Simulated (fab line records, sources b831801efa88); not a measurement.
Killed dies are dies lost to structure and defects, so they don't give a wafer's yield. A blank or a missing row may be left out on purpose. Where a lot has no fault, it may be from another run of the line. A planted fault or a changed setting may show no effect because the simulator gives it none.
fab line records | flow sky130
record lots=11 wafers=33 lastDay=50
route steps=708 shown SONOS_ONO@170 METAL1@450
lots with no fault: from the same line, run without faults
startH: the number of hours between the record's first day and the start of the first shown wafer of the lot | waitH: how many hours have passed since the lot's step before this one | " repeats the value in the row above | L1.1+2: one row covering several wafers at once | - value missing, or start not given | * or withheld: withheld | < > ~ a bound
route shown NAME@n: names a module that has steps shown in the file, with the first one's number in the route | usual: mean/standard deviation taken from wafers without a fault | same: alike in all rows | chamber/n: place in a boat | sites: readings site by site | _std_site: standard deviation of those values | _edge_site: the outer-site mean with the inner-site mean subtracted | radiusMm: for every site, how far away it sits from the centre of the wafer | mask NAME#n: copy n | behind: tool/chamber where the wafer was last shaped | hold: the reason the lot was held/the length of the hold in hours/how it ended | device: names the non-switching transistor (n, p or np) | end of line: the same wafers' tests at the end of the route | where a step has no rows: the recipe by itself | killed: at the first sort, the dies lost to defects and structure; wafer yield is something else | map: dies across one wafer; x = killed, . = not, _ = none there
set.NAME: the setting that was run; set.NAME@STEP: the one run at that earlier step | model.NAME: the simulator's own value behind a step, which no gauge read
one table for each step of the route and one row for each wafer, over a sample of lots
services: a tool's chamber out of use, with start hour (startH, from the record's first day; less than 0 if before it), hours out, and reason
## steps
# step SKY_SONOS_ONO_CVD_02
# recipe material=Si3N4 precursor=DCS/NH3 targetThkNm=10.5 tempC=770 timeS=180 pressureMtorr=250
# usual spikeTcCentreC=771.0/1.4 spikeTcLowerC=769.8/1.4 spikeTcUpperC=769.7/1.1 susceptorTempC=770.0/0.33 zonePowerCentrePct=14.4/1.2 zonePowerUpperPct=12.51/0.27
# columns lot.wafer tool chamber startH waitH spikeTcCentreC spikeTcLowerC spikeTcUpperC susceptorTempC zonePowerCentrePct zonePowerUpperPct
L963.2 lpcvd-02 1 256.25 0.0 769.9 770.1 769.3 770.3 13.0 12.03
L963.3 " 1 " " 771.7 770.1 769.9 769.8 13.0 12.27
L963.5 " 1 " " 772.7 771.3 767.6 769.8 12.8 12.12
L964.1 lpcvd-02 1 264.81 0.1 773.0 772.3 769.2 770.2 12.7 12.25
L964.5 " 1 " " 771.5 769.3 769.8 770.1 13.1 12.29
L964.6 " 1 " " 772.4 772.7 767.1 770.1 13.2 12.42
L965.1 lpcvd-02 1 272.14 2.0 772.4 772.0 769.2 769.5 13.1 12.38
L965.2 " 1 " " 771.2 770.4 769.7 770.1 13.1 12.31
L965.5 " 1 " " 771.3 770.0 767.5 770.2 12.9 12.51
L968.1 lpcvd-02 1 295.29 0.1 773.4 771.5 768.9 769.8 13.0 12.15
L968.5 " 1 " " 773.8 772.0 769.6 770.2 12.8 12.33
L968.6 " 1 " " 770.9 771.6 769.4 769.7 12.9 12.29
L969.2 lpcvd-02 1 308.48 1.0 773.1 769.5 771.5 770.5 13.0 12.22
L969.3 " 1 " " 772.0 770.3 769.8 770.3 13.1 12.49
L969.6 " 1 " " 770.4 772.4 769.0 770.2 13.0 12.21
L970.1 lpcvd-02 0 316.92 0.1 769.3 768.8 770.2 769.8 15.4 12.77
L970.5 " 0 " " 770.0 768.3 768.9 770.1 15.3 12.54
L970.6 " 0 " " 769.3 768.9 771.1 770.3 15.5 12.72
L971.1 lpcvd-02 1 331.10 0.1 770.9 772.1 769.3 770.1 13.0 12.32
L971.2 " 1 " " 772.1 772.1 769.2 770.2 13.0 12.32
L971.4 " 1 " " 771.4 772.2 770.0 770.0 13.0 12.06
L972.4 lpcvd-02 0 331.10 0.0 769.5 768.1 767.7 770.3 15.3 12.87
L972.5 " 0 " " 769.6 768.8 769.7 770.8 15.5 12.74
L972.6 " 0 " " 770.3 768.5 770.8 770.3 15.5 12.87
L981.1 lpcvd-02 0 411.42 0.1 792.4 766.8 765.5 769.6 22.6 9.89
L981.2 " 0 " " 792.0 765.5 766.5 769.5 22.2 9.62
L981.3 " 0 " " 793.4 766.2 766.6 769.9 22.3 9.65
L982.4 lpcvd-02 0 414.72 1.3 792.6 766.2 765.0 769.5 22.1 9.74
L982.5 " 0 " " 793.6 764.8 766.6 769.8 22.1 9.74
L982.6 " 0 " " 792.0 765.1 766.7 770.0 22.2 9.65
L983.2 lpcvd-02 0 419.09 0.0 792.7 767.0 766.5 770.0 21.9 9.79
L983.4 " 0 " " 792.8 766.1 764.9 770.1 22.3 9.73
L983.6 " 0 " " 793.3 766.3 767.9 770.3 22.4 9.77
# step SKY_SONOS_ONO_THK_MEAS_03
# recipe reads=Si3N4_of_SONOS_ONO_CVD_02
# usual SONOS_ONO_CVD_02_THK=10.53/0.14
# columns lot.wafer tool chamber startH waitH SONOS_ONO_CVD_02_THK[nm]
L963.2 filmMetro-02 - 257.31 0.0 10.32
L963.3 " - " " 10.46
L963.5 " - " " 10.24
L964.1 filmMetro-03 - 265.86 0.0 10.30
L964.5 " - " " 10.38
L964.6 " - " " 10.41
L965.1 filmMetro-03 - 273.19 0.0 10.56
L965.2 " - " " 10.66
L965.5 " - " " 10.56
L968.1 filmMetro-02 - 296.34 0.0 10.60
L968.5 " - " " 10.70
L968.6 " - " " 10.75
L969.2 filmMetro-02 - 309.54 0.0 10.62
L969.3 " - " " 10.61
L969.6 " - " " 10.62
L970.1 filmMetro-01 - 317.97 0.0 10.48
L970.5 " - " " 10.51
L970.6 " - " " 10.59
L972.4 filmMetro-03 - 332.18 0.0 10.36
L972.5 " - " " 10.40
L972.6 " - " " 10.50
L971.1 filmMetro-02 - 332.19 0.0 10.67
L971.2 " - " " 10.68
L971.4 " - " " 10.60
L981.1 filmMetro-01 - 412.47 0.0 12.29
L981.2 " - " " 12.66
L981.3 " - " " 12.60
L982.4 filmMetro-03 - 415.80 0.0 11.28
L982.5 " - " " 11.68
L982.6 " - " " 12.09
L983.2 filmMetro-03 - 420.15 0.0 12.52
L983.4 " - " " 12.82
L983.6 " - " " 12.34
# step SKY_SONOS_ONO_ETCH_15
# recipe targetDepthNm=19.52 chemistry=CHF3/O2 sourceW=600 biasW=200 pressureMtorr=40 chf3FlowSccm=50 O2_flow_sccm=5 timeS=7.8
# usual biasW=200.1/0.58 drypumpMotorCurrentA=5.6/0.41 oesProductAu=0.999/0.013 throttleValvePct=8.825/0.0092
# columns lot.wafer tool chamber startH waitH biasW drypumpMotorCurrentA oesProductAu rfHoursCounterH throttleValvePct
L963.2 rieDiel-02 3 281.70 0.0 201.0 5.4 1.005 78 8.829
L963.3 " 0 " " 198.9 6.0 1.008 3 8.843
L963.5 " 1 " " 200.4 6.1 1.029 - 8.829
L964.1 rieDiel-03 1 292.05 0.0 200.4 5.8 0.987 6 8.814
L964.5 " 1 " " 200.8 5.8 0.992 - 8.817
L964.6 " 2 " " 199.8 5.5 0.992 - 8.831
L965.1 rieDiel-02 2 298.85 0.0 199.9 5.4 1.012 101 8.839
L965.2 " 1 " " 199.7 6.1 1.030 64 8.828
L965.5 " 1 " " 200.2 6.1 1.008 - 8.824
L968.1 rieDiel-01 3 323.85 0.0 200.2 4.8 1.014 74 8.835
L968.5 " 1 " " 200.4 5.7 1.003 - 8.834
L968.6 " 3 " " 200.9 4.8 1.012 - 8.828
L969.2 rieDiel-03 0 337.35 0.0 199.8 5.9 1.001 80 8.814
L969.3 " 3 " " 200.5 5.5 0.987 48 8.815
L969.6 " 1 " " 199.8 5.7 0.981 - 8.802
L970.1 rieDiel-01 0 344.50 0.0 200.1 6.3 1.016 12 8.830
L970.5 " 3 " " 200.1 4.8 1.013 - 8.822
L970.6 " 0 " " 199.4 6.3 1.005 - 8.823
L972.4 rieDiel-03 0 361.25 0.0 200.9 5.9 0.998 80 8.819
L972.5 " 2 " " 198.4 5.5 0.996 - 8.816
L972.6 " 3 " " 200.1 5.5 0.983 - 8.820
L971.1 rieDiel-01 1 362.55 0.0 200.4 5.7 1.000 32 8.832
L971.2 " 0 " " 199.9 6.3 1.002 13 8.824
L971.4 " 3 " " 199.5 4.8 1.007 75 8.832
L981.1 rieDiel-01 1 443.70 0.0 199.2 5.7 0.995 33 8.846
L981.2 " 3 " " 200.5 4.8 1.004 76 8.832
L981.3 " 0 " " 200.1 6.3 0.992 14 8.824
L982.4 rieDiel-01 3 447.25 0.0 200.1 4.8 1.001 76 8.827
L982.5 " 1 " " 200.0 5.7 0.997 - 8.833
L982.6 " 2 " " 199.8 5.4 1.009 - 8.832
L983.2 rieDiel-03 3 451.94 0.0 199.2 5.6 0.975 51 8.810
L983.4 " 1 " " 200.2 5.8 0.975 10 8.824
L983.6 " 3 " " 199.8 5.6 0.969 - 8.820
# step SKY_METAL1_OVL_MEAS_16
# usual METAL1_OVL=4/6.3
# columns lot.wafer tool chamber startH waitH METAL1_OVL[nm]
L963.2 overlay-02 - 768.06 0.1 7
L963.3 " - " " 1
L963.5 " - " " 2
L964.1 overlay-02 - 776.42 0.1 3
L964.5 " - " " 2
L964.6 " - " " -7
L965.1 overlay-02 - 782.46 0.1 -1
L965.2 " - " " 4
L965.5 " - " " -4
L968.1 overlay-01 - 805.51 0.1 6
L968.5 " - " " 6
L968.6 " - " " -1
L969.2 overlay-02 - 822.52 0.1 10
L969.3 " - " " 7
L969.6 " - " " 5
L970.1 overlay-01 - 828.26 0.1 7
L970.5 " - " " 2
L970.6 " - " " 14
L972.4 overlay-01 - 843.68 0.1 5
L972.5 " - " " -2
L972.6 " - " " 1
L971.1 overlay-02 - 844.61 0.1 8
L971.2 " - " " 6
L971.4 " - " " 11
L981.1 overlay-02 - 914.06 0.1 11
L981.2 " - " " 3
L981.3 " - " " 15
L982.4 overlay-01 - 915.23 0.1 5
L982.5 " - " " 9
L982.6 " - " " 7
L983.2 overlay-01 - 919.02 0.1 4
L983.4 " - " " 4
L983.6 " - " " 6
# step SKY_METAL1_ETCH_18
# recipe chemistry=N2/H2 target=BARC ionEnergyEv=200 biasW=100 pressureMtorr=30 n2FlowSccm=100 h2FlowSccm=200 icpW=500 stopOn=SiO2 timeS=45.9 targetDepthA=600
# usual biasW=99.99/0.28 drypumpMotorCurrentA=5.7/0.39 n2FlowSccm=100.0/0.31 oesProductAu=0.853/0.0045 throttleValvePct=13.224/0.0092
# columns lot.wafer tool chamber startH waitH biasW drypumpMotorCurrentA n2FlowSccm oesProductAu rfHoursCounterH throttleValvePct
L963.2 rieMetal-03 0 768.13 0.0 100.35 4.9 99.4 0.859 4 13.221
L963.3 " 0 " " 100.14 4.8 99.7 0.858 - 13.226
L963.5 " 0 " " 99.77 4.9 99.8 0.854 - 13.221
L964.1 rieMetal-02 1 776.48 0.0 99.92 5.7 99.0 0.849 12 13.212
L964.5 " 1 " " 100.25 5.7 99.9 0.852 - 13.243
L964.6 " 0 " " 99.86 6.1 100.2 0.853 - 13.221
L965.1 rieMetal-02 0 782.53 0.0 99.92 6.2 99.9 0.855 4 13.218
L965.2 " 1 " " 99.89 5.7 100.3 0.855 12 13.232
L965.5 " 1 " " 100.08 5.7 100.5 0.856 - 13.224
L968.1 rieMetal-04 1 805.58 0.0 99.79 5.6 100.5 0.859 3 13.239
L968.5 " 0 " " 100.23 6.0 100.2 0.853 - 13.230
L968.6 " 1 " " 99.42 5.6 100.3 0.854 - 13.242
L969.2 rieMetal-02 1 822.58 0.0 100.01 5.7 100.2 0.855 12 13.218
L969.3 " 1 " " 100.03 5.8 100.4 0.848 - 13.230
L969.6 " 1 " " 100.14 5.7 99.9 0.847 - 13.243
L970.1 rieMetal-02 0 828.33 0.0 100.06 6.2 99.9 0.850 6 13.202
L970.5 " 1 " " 100.07 5.7 99.8 0.853 - 13.210
L970.6 " 0 " " 100.31 6.2 99.7 0.856 - 13.235
L972.4 rieMetal-03 0 843.82 0.1 100.43 4.9 99.7 0.849 - 13.224
L972.5 " 0 " " 99.86 4.9 100.3 0.853 - 13.222
L972.6 " 0 " " 100.08 4.9 99.9 0.856 - 13.228
L971.1 rieMetal-04 1 844.68 0.0 101.02 5.6 99.7 0.851 4 13.218
L971.2 " 0 " " 99.95 6.0 100.3 0.848 15 13.232
L971.4 " 1 " " 99.87 5.6 99.9 0.854 - 13.213
L981.1 rieMetal-02 0 914.13 0.0 99.81 6.2 100.1 0.852 9 13.225
L981.2 " 1 " " 100.29 5.8 100.4 0.856 16 13.226
L981.3 " 0 " " 99.80 6.2 99.6 0.854 - 13.217
L982.4 rieMetal-03 0 915.30 0.0 100.06 4.9 99.6 0.850 - 13.237
L982.5 " 1 " " 99.89 5.9 100.4 0.842 - 13.218
L982.6 " 0 " " 100.07 4.9 100.4 0.858 - 13.225
L983.2 rieMetal-02 1 919.08 0.0 99.96 5.7 99.8 0.857 16 13.230
L983.4 " 0 " " 100.15 6.2 99.9 0.854 - 13.208
L983.6 " 1 " " 99.82 5.7 100.4 0.852 - 13.228
## services
# columns tool chamber startH hours kind
rieDiel-03 3 257.43 15.4 repair
rieDiel-03 - 261.18 4.1 repair
rieDiel-01 2 306.67 17.8 repair
rieDiel-01 0 323.07 4.7 repair
rieDiel-01 - 379.90 0.2 repair
lpcvd-02 - 387.32 6.0 pm
rieDiel-01 0 415.10 17.6 repair
lpcvd-02 - 464.33 0.3 repair
rieDiel-01 1 475.95 14.6 repair
rieDiel-01 - 528.40 0.6 repair
rieDiel-01 - 538.12 2.8 pm
rieDiel-01 - 569.51 0.1 repair
lpcvd-02 - 577.40 1.2 repair
rieMetal-02 - 585.75 2.8 pm
lpcvd-02 - 623.49 2.9 repair
rieMetal-02 0 625.40 5.8 repair
lpcvd-02 - 629.00 1.6 repair
rieDiel-01 - 649.86 4.0 pm
rieDiel-01 1 663.88 8.2 repair
rieDiel-01 1 674.18 4.7 repair
rieDiel-01 2 768.62 2.8 repair
rieMetal-02 0 774.41 2.0 repair
rieMetal-02 1 793.50 19.7 repair
rieMetal-02 - 834.34 14.6 pm
## key
firstSign step=SKY_SONOS_ONO_CVD_02 reading=spikeTcCentreC direction=up sigmas=16 usual=771.0 struck=792.8
effect step=SKY_SONOS_ONO_CVD_02 reading=zonePowerUpperPct direction=down sigmas=10 usual=12.51 struck=9.73
effect step=SKY_SONOS_ONO_THK_MEAS_03 reading=SONOS_ONO_CVD_02_THK direction=up sigmas=13 usual=10.53 struck=12.25
metAt SKY_SONOS_ONO_CVD_02
struckLots L981,L982,L983
testerLeftOut L981,L982,L983
notActingAt SKY_SONOS_ONO_ETCH_15,SKY_METAL1_OVL_MEAS_16,SKY_METAL1_ETCH_18
onsetBetween 331.10 411.42
fault kind=processParameterDrift tool=lpcvd-02 chamber=- onsetH=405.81 steps=SKY_SONOS_ONO_CVD_02 channel=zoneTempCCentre offset=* shape=step endH=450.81
# testerLeftOut: of these lots the tester's yield and bins aren't shown, on N5 and GAA mostly nor the transistor test; their killed dies are dies lost to structure and defects alone, not to doping, threshold or leakage, so they don't give the yield
